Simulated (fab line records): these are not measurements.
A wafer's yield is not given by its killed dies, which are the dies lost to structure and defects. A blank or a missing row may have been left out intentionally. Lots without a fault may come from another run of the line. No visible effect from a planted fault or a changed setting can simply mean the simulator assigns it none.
Which of the tools did it? -- flow sky130 -- 36 wafers from 12 lots sampled at 5 of the route's 708 steps

WHAT THE GAUGES SHOWED, per wafer
SKY_POLY_GATE_CD_MEAS_22.
lot,measured,on,cdNm (nm)
L992,day 16 20:38,cdSem-01,151.1 151.8 150.6
L994,day 17 14:25,cdSem-01,146.6 148.9 149.5
L993,day 17 17:04,cdSem-01,149.5 150.3 149.2
L995,day 18 02:49,cdSem-02,148.5 150.9 149.3
L998,day 19 05:42,cdSem-02,147.8 150.3 148.5
L999,day 19 14:22,cdSem-01,148.0 148.4 150.3
L100,day 19 15:28,cdSem-02,149.0 151.3 149.9
L102,day 20 09:50,cdSem-01,149.9 148.3 147.5
L104,day 21 00:46,cdSem-01,149.9 150.1 147.6
L106,day 21 15:37,cdSem-01,149.9 149.7 149.6
L108,day 22 05:47,cdSem-02,148.6 149.7 149.5
L113,day 24 02:52,cdSem-01,147.6 148.2 145.1

SKY_LDD_HVP_OVL_MEAS_07.
lot,measured,on,LDD_HVP_OVL (nm)
L992,day 21 22:57,overlay-02,-0.5 -0.1 0.0
L994,day 22 18:34,overlay-02,-1.7 -2.2 -0.1
L993,day 22 22:19,overlay-01,-0.9 -0.9 0.9
L995,day 23 08:03,overlay-01,1.3 0.9 1.2
L998,day 24 08:47,overlay-02,-0.9 -0.8 -1.2
L999,day 24 16:43,overlay-02,0.8 -1.3 -0.6
L100,day 24 17:40,overlay-02,0.1 -0.8 -1.4
L102,day 25 11:02,overlay-01,0.6 0.0 -0.6
L104,day 26 02:18,overlay-02,3.5 0.4 2.7
L106,day 26 15:34,overlay-02,-1.3 -1.2 0.7
L108,day 27 04:47,overlay-01,-2.0 -3.0 -0.7
L113,day 29 00:04,overlay-01,-1.0 -2.2 -2.2

SKY_LDD_LDN_TW_MEAS_13.
lot,measured,on,LDD_LDN_TW
L992,day 23 05:37,filmMetro-04,1497 1507 1496
L994,day 24 01:31,filmMetro-01,1475 1478 1479
L993,day 24 05:22,filmMetro-01,1477 1474 1469
L995,day 24 14:53,filmMetro-02,1486 1493 1490
L998,day 25 14:53,filmMetro-04,1510 1512 1510
L999,day 25 22:47,filmMetro-02,1487 1490 1485
L100,day 26 00:04,filmMetro-02,1474 1492 1486
L102,day 26 16:18,filmMetro-02,1490 1487 1480
L104,day 27 08:25,filmMetro-02,1481 1483 1482
L106,day 27 22:10,filmMetro-04,1441 1441 1447
L108,day 28 09:59,filmMetro-01,1428 1424 1426
L113,day 30 05:24,filmMetro-02,1499 1495 1487

WHAT TOOL EACH LOT RAN ON (gives the tool, then ch and the chambers of the sampled wafers, and finally the start)
lot,SKY_LDD_P_STRIP_10,SKY_LDD_LDN_IMPLANT_10
L992,"plasmaAsher-01 ch 0,1, day 19 10:06","implanter-01 ch 0, day 23 05:13"
L994,"plasmaAsher-04 ch 0,1, day 20 05:40","implanter-01 ch 0, day 24 01:07"
L993,"plasmaAsher-04 ch 0,1, day 20 09:18","implanter-01 ch 0, day 24 05:00"
L995,"plasmaAsher-01 ch 1, day 20 19:26","implanter-01 ch 0, day 24 14:29"
L998,"plasmaAsher-04 ch 0,1, day 21 20:56","implanter-02 ch 0, day 25 14:32"
L999,"plasmaAsher-04 ch 0,1, day 22 04:36","implanter-02 ch 0, day 25 22:23"
L100,"plasmaAsher-01 ch 1, day 22 05:19","implanter-02 ch 0, day 25 23:41"
L102,"plasmaAsher-01 ch 0,1, day 22 23:46","implanter-04 ch 0, day 26 15:56"
L104,"plasmaAsher-03 ch 0,1, day 23 15:42","implanter-02 ch 0, day 27 08:01"
L106,"plasmaAsher-03 ch 0,1, day 24 05:18","implanter-02 ch 0, day 27 21:48"
L108,"plasmaAsher-01 ch 0,1, day 24 18:41","implanter-02 ch 0, day 28 09:37"
L113,"plasmaAsher-03 ch 0,1, day 26 14:39","implanter-04 ch 0, day 30 05:00"
- SKY_LDD_P_STRIP_10: strips in O2/N2.
- SKY_LDD_LDN_IMPLANT_10

AS READ BY THE TOOLS THEMSELVES (means over the sampled wafers that have a number; for cases with no such wafer, the mark the record gives instead)
SKY_LDD_P_STRIP_10.
lot,tool,drypumpMotorCurrentA (A),oesProductAu (a.u.),stripTimeToEndpointS (s)
L992,plasmaAsher-01,5.1,0.721,14.18
L994,plasmaAsher-04,6.2,0.711,14.19
L993,plasmaAsher-04,6.2,0.715,14.20
L995,plasmaAsher-01,5.2,0.713,14.19
L998,plasmaAsher-04,6.2,0.716,14.13
L999,plasmaAsher-04,6.2,0.718,14.20
L100,plasmaAsher-01,5.2,0.716,14.20
L102,plasmaAsher-01,5.0,0.714,14.14
L104,plasmaAsher-03,5.6,0.715,14.22
L106,plasmaAsher-03,5.8,0.720,14.20
L108,plasmaAsher-01,5.1,0.723,14.17
L113,plasmaAsher-03,5.6,0.715,14.20

SKY_LDD_LDN_IMPLANT_10.
lot,tool,doseIonsCm2,faradayCurrentUA
L992,implanter-01,1.2491e+13,70.6
L994,implanter-01,1.2513e+13,70.5
L993,implanter-01,1.2506e+13,70.4
L995,implanter-01,1.2493e+13,70.2
L998,implanter-02,1.2510e+13,69.9
L999,implanter-02,1.2499e+13,69.9
L100,implanter-02,1.2509e+13,70.8
L102,implanter-04,1.2507e+13,71.6
L104,implanter-02,1.2503e+13,70.7
L106,implanter-02,6.9317e+12,39.0
L108,implanter-02,6.9643e+12,39.5
L113,implanter-04,1.2524e+13,70.3

THE ANSWER, worked out from the rows above alone
Rule: the lots themselves supply what counts as usual. The widest of any qualifying gaps counts: lots, ordered by their means at a reading, are off when they make up no more than a third of the lots, leave a main group of 4 or more, and stand apart from it by 3 or more times the standard deviation of that group's means. A main group whose means are all the same, to the digits that the tables above print for the reading, isn't used. A lot without any number at a reading at which 4 lots or more have one is off too. Where the step has rows for the other lots, those lots are counted as sound. After the gauges, taken in route order, come the tools' own readings; for these a lot's mean is taken, as printed above. The first step at which some lot is off is used, and at that step the reading that is off furthest; a lot without a number counts as furthest.
Off at SKY_LDD_LDN_IMPLANT_10 (doseIonsCm2): L106, L108. The main group has a mean of 1.2506e+13 with a standard deviation of 9.2e+09.
If a tool, at that step or one of the process steps before it, ran each lot that is off and ran no sound lot following the first of them, it fits. One fits: SKY_LDD_LDN_IMPLANT_10 on implanter-02. Its last sound lot is L104 (day 27 08:01), its first lot that is off L106 (day 27 21:48): a fault that began between those two fits.
The tool's own readings at SKY_LDD_LDN_IMPLANT_10 bear it out: on the lots that are off they differ by more than 5 times the standard deviation of the sound lots' means. doseIonsCm2 reads 6.9480e+12 there against 1.2506e+13 on the sound lots; faradayCurrentUA reads 39.2 there against 70.5 on the sound lots.

WHAT THE SIMULATOR PUT IN
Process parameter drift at SKY_LDD_LDN_IMPLANT_10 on implanter-02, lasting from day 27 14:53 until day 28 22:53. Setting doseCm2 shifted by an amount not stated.
Struck lots among those shown: L106, L108. The same result came from the rule above.
